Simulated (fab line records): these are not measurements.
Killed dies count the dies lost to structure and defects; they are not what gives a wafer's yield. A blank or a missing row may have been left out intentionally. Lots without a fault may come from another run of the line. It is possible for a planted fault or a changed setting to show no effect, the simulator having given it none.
Chamber matching | flow sky130 | 3 sister chambers for SKY_CAPM_CVD_00 on pecvd-02
The step deposits SiO2, target thk 15.5 nm. 16 wafers are shown with their chamber, then 8 later ones without.

== WAFERS WITH THEIR CHAMBER ==
wafer  | chamber | heater_power_w (W) | heater_power_outer_w (W)
L077.3 | 2       | 685                | 411
L077.5 | 2       | 687                | 408
L077.6 | 1       | 895                | 518
L080.1 | 0       | 676                | 384
L080.4 | 0       | 676                | 385
L080.6 | 2       | 651                | 388
L084.4 | 1       | 836                | 460
L084.5 | 2       | 699                | 411
L084.6 | 1       | 837                | 480
L086.1 | 0       | 680                | 393
L086.2 | 1       | 874                | 509
L086.3 | 2       | 690                | 390
L093.1 | 0       | 648                | 329
L093.2 | 2       | 645                | 359
L093.6 | 1       | 930                | 552
L095.1 | 0       | 717                | 393

SIGNATURES (means of the wafers above)
reading              | chamber 0 | chamber 1 | chamber 2 | scatter within a chamber
heater_power_w       | 679.40    | 874.40    | 676.17    | 29.5
heater_power_outer_w | 376.80    | 503.80    | 394.50    | 27.8
Rule: for a wafer and a chamber, the distance is found by dividing, reading by reading, the gap between the wafer's reading and the chamber's mean by the reading's scatter, squaring, summing and taking the root. If the next closest chamber is less than 2 further off than the closest, the wafer can't be placed; otherwise it belongs to the closest. The scatter: the root of (the sum of the squares of (reading less its chamber's mean) over the shown wafers, divided by (wafers less chambers)).

== WAFERS WHOSE CHAMBER IS MISSING ==
wafer  | heater_power_w (W) | heater_power_outer_w (W)
L095.2 | 711                | 416
L095.5 | 692                | 393
L094.2 | 574                | 304
L094.3 | 697                | 403
L094.5 | 583                | 297
L097.1 | 651                | 352
L097.2 | 723                | 420
L097.6 | 733                | 438

== EACH ONE'S CHAMBER ==
wafer  | from the rows above     | in truth
L095.2 | can't be placed: 2 or 0 | 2
L095.5 | can't be placed: 2 or 0 | 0
L094.2 | can't be placed: 0 or 2 | 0
L094.3 | can't be placed: 2 or 0 | 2
L094.5 | can't be placed: 0 or 2 | 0
L097.1 | can't be placed: 0 or 2 | 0
L097.2 | can't be placed: 2 or 0 | 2
L097.6 | can't be placed: 2 or 0 | 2
Correct placement for 0 of the 8. These rows do not allow placing 8 (true chamber among the candidates in 8). 0 placed wrongly.
